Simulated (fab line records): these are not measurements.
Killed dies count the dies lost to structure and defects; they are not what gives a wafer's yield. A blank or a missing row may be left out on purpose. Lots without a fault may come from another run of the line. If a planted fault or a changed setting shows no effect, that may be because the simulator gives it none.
Struck lot and sound lot, side by side :: flow sky130 :: 23 out of 708 route steps
Sound: the wafers L726.2, L726.3, L726.5. Wafers L733.1, L733.2, L733.6 were the ones struck. The cause is named last.
At each step with rows: each side's tool, then ch and its chambers, then its first start. Under that, the readings that differ: sound wafers :: struck wafers :: difference of the means :: sigmas: that difference in standard deviations of wafers without a fault.
alike: readings whose means differ by less than 2 such deviations, and words and numbers that are the same on both sides. not compared: withheld readings, readings that some wafer has no value for, bounds like >300 that may hide the same value, and numbers for which the record gives no deviation and whose values overlap.
A row with sigmas, a row that says differs or no value, or rows on one side alone: a step with any of these is where the two part. Numbers that have no deviation but don't overlap get no sigmas and don't part them. Lack of a reading on every wafer of one side parts them only where that side has two or more wafers.

first, 1 step without rows for these wafers: SKY_LI_CONTACT_PRE_CLEAN_18 (time 5.6 s).
SKY_LI_CONTACT_SPUTTER_19: material Ti, target thk 20 nm, time 106.37 s.
  struck on pvd_sputter-02, day 32 05:01; sound on pvd_sputter-04, day 29 15:25
  alike: throttle_valve_pct
SKY_LI_CONTACT_SPUTTER_20: material TiN, target thk 20 nm, time 80 s.
  struck on pvd_sputter-02, day 32 05:05; sound on pvd_sputter-04, day 29 15:30
  alike: throttle_valve_pct
SKY_LI_CONTACT_CVD_21: deposits W, target thk 400 nm, time 120.56 s.
  sound on cvd_w-02 ch 0,1, day 29 15:34; struck on cvd_w-01 ch 0,1, day 32 05:09
  alike: chamber_pressure_Torr, heater_power_w
SKY_LI_CONTACT_RS_MEAS_22: measures by four-point-probe.
  struck on film_metro-01, day 32 05:16; sound on film_metro-01, day 29 15:42
  alike: LI_CONTACT_W_RS
SKY_LI_CONTACT_THK_MEAS_23: measures by xrf.
  struck on film_metro-01, day 32 05:23; sound on film_metro-01, day 29 15:49
  alike: LI_CONTACT_W_THK
SKY_LI_CONTACT_CMP_24: polishes, stops on PSG, t overpolish 20 s, target thk 0 nm.
  sound on cmp-02 ch 2,3, day 29 15:55; struck on cmp-01 ch 0,1,3, day 32 05:27
  alike: edge_zone_pressure_frac, head_pressure_psi, motor_current_A, overpolish_run_s, time_to_endpoint_s
then, 1 step without rows for these wafers: SKY_LOCAL_INTERCONNECT_SPUTTER_00 (material TiN, target thk 100 nm, time 83.3 s).
SKY_LOCAL_INTERCONNECT_RS_MEAS_01: measures by four-point-probe.
  struck on film_metro-04, day 32 05:49; sound on film_metro-04, day 29 16:14
reading: LOCAL_INTERCONNECT_TIN_RS (ohm/sq)
sound: 14.12 13.93 14.00
struck: 14.50 14.44 14.28
difference: +0.39
sigmas: +2
SKY_LOCAL_INTERCONNECT_THK_MEAS_02: measures by xrf.
  struck on film_metro-04, day 32 05:56; sound on film_metro-04, day 29 16:21
  alike: LOCAL_INTERCONNECT_TIN_THK
then, 2 steps without rows for these wafers: SKY_LOCAL_INTERCONNECT_DEHYDRATE_03 (time 60 s); SKY_LOCAL_INTERCONNECT_HMDS_04 (prime time 60 s).
SKY_LOCAL_INTERCONNECT_COAT_05: resist thk 60 nm.
  sound on litho_track-02 ch 0, day 30 06:11; struck on litho_track-01 ch 0, day 32 19:39
reading: spin_speed_rpm (rpm)
sound: 3000.9 3001.3 3002.9
struck: 3072.4 3075.5 3077.2
difference: +73.3
sigmas: +39
then, 5 steps without rows for these wafers: SKY_LOCAL_INTERCONNECT_COAT_06 (resist thk 450 nm); SKY_LOCAL_INTERCONNECT_SOFTBAKE_07 (time 90 s); SKY_LOCAL_INTERCONNECT_EXPOSE_08 (exposes mask LI1M, target cd 170 nm); SKY_LOCAL_INTERCONNECT_PEB_09; SKY_LOCAL_INTERCONNECT_DEVELOP_10 (develop time 60 s).
SKY_LOCAL_INTERCONNECT_CD_MEAS_11 targets a cd of 170 nm.
  struck on cd_sem-01, day 33 08:59; sound on cd_sem-01, day 30 19:31
  alike: cd_nm
SKY_LOCAL_INTERCONNECT_OVL_MEAS_12:
  struck on overlay-01, day 33 09:06; sound on overlay-01, day 30 19:37
  alike: LOCAL_INTERCONNECT_OVL
SKY_LOCAL_INTERCONNECT_ETCH_13: etches BARC in N2/H2, stops on SiO2, time 45.9 s, target depth 60 nm.
  sound on rie_metal-04 ch 0,1, day 30 19:39; struck on rie_metal-03 ch 0,1, day 33 09:08
reading: model.etch.depth_nm (nm)
sound: 59.66 59.72 59.94
struck: 58.98 58.89 58.92
difference: -0.84
sigmas: 
  alike: drypump_motor_current_A, oes_product_au, throttle_valve_pct
  not compared: rf_hours_counter_h
SKY_LOCAL_INTERCONNECT_METAL_ETCH_14: etches TiN in Cl2/BCl3, stops on PSG, target depth 110 nm, time 31.4 s.
  sound on rie_metal-04 ch 0,1, day 30 19:43; struck on rie_metal-03 ch 0,1, day 33 09:11
reading: oes_product_au (a.u.)
sound: 0.938 0.945 0.957
struck: 0.923 0.929 0.931
difference: -0.019
sigmas: -2
  alike: drypump_motor_current_A, throttle_valve_pct
  not compared: rf_hours_counter_h
then, 1 step without rows for these wafers: SKY_PAD_OPEN_PROBE_99.

== WHERE THEY PART ==
Last at SKY_LOCAL_INTERCONNECT_METAL_ETCH_14 as far as this record goes, first at SKY_LOCAL_INTERCONNECT_RS_MEAS_01.

WHY: what the simulator had put in
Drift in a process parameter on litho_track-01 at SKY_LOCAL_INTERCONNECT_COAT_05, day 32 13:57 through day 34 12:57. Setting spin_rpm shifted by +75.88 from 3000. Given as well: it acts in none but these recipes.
